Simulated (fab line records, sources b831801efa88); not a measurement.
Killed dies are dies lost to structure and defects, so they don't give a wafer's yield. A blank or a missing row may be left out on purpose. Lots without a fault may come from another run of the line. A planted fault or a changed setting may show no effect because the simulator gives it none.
Chamber matching | flow gf180mcu | GF_STI_ETCH_14 on rie_si-02: 4 sister chambers
The step etches Si in HBr/Cl2/O2, target depth 360 nm, time 102.9 s. 8 wafers are shown with their chamber, then 9 later ones without.

WAFERS WITH THEIR CHAMBER
wafer  | chamber | drypump_motor_current_A (A) | he_backside_leak_sccm (sccm)
L628.1 | 1       | 5.3                         | 3.11
L628.6 | 0       | 6.2                         | 2.56
L629.1 | 0       | 6.2                         | 2.68
L629.2 | 3       | 5.3                         | 2.27
L629.4 | 2       | 5.8                         | 2.65
L630.4 | 3       | 5.3                         | 2.46
L630.5 | 1       | 5.3                         | 3.07
L630.6 | 2       | 5.9                         | 2.62

WAFERS WITHOUT THEIR CHAMBER
wafer  | drypump_motor_current_A (A) | he_backside_leak_sccm (sccm)
L634.1 | 5.3                         | 2.88
L634.2 | 6.2                         | 2.61
L634.4 | 6.2                         | 2.59
L635.1 | 6.2                         | 2.69
L635.2 | 5.3                         | 3.17
L635.4 | 5.3                         | 2.56
L637.2 | 5.3                         | 3.03
L637.4 | 5.3                         | 3.09
L637.6 | 6.2                         | 2.64

WHICH CHAMBER EACH WENT THROUGH
wafer  | from the rows above | in truth
L634.1 | 1                   | 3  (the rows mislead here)
L634.2 | 0                   | 0
L634.4 | 0                   | 0
L635.1 | 0                   | 0
L635.2 | 1                   | 1
L635.4 | 3                   | 3
L637.2 | 1                   | 1
L637.4 | 1                   | 1
L637.6 | 0                   | 0
Placed correctly: 8 of 9. Can't be placed from these rows: 0. Placed wrongly: 1.
How it was worked out, from the rows above alone: a wafer's distance from a chamber is the root of the sum, over the readings, of the square of ((its reading less the chamber's mean) divided by the reading's scatter). The wafer belongs to the nearest chamber; if the next one is less than 2 further off, it can't be placed. A chamber's mean is the mean of its shown wafers. The scatter: the root of (the sum of the squares of (reading less its chamber's mean) over the shown wafers, divided by (wafers less chambers)).
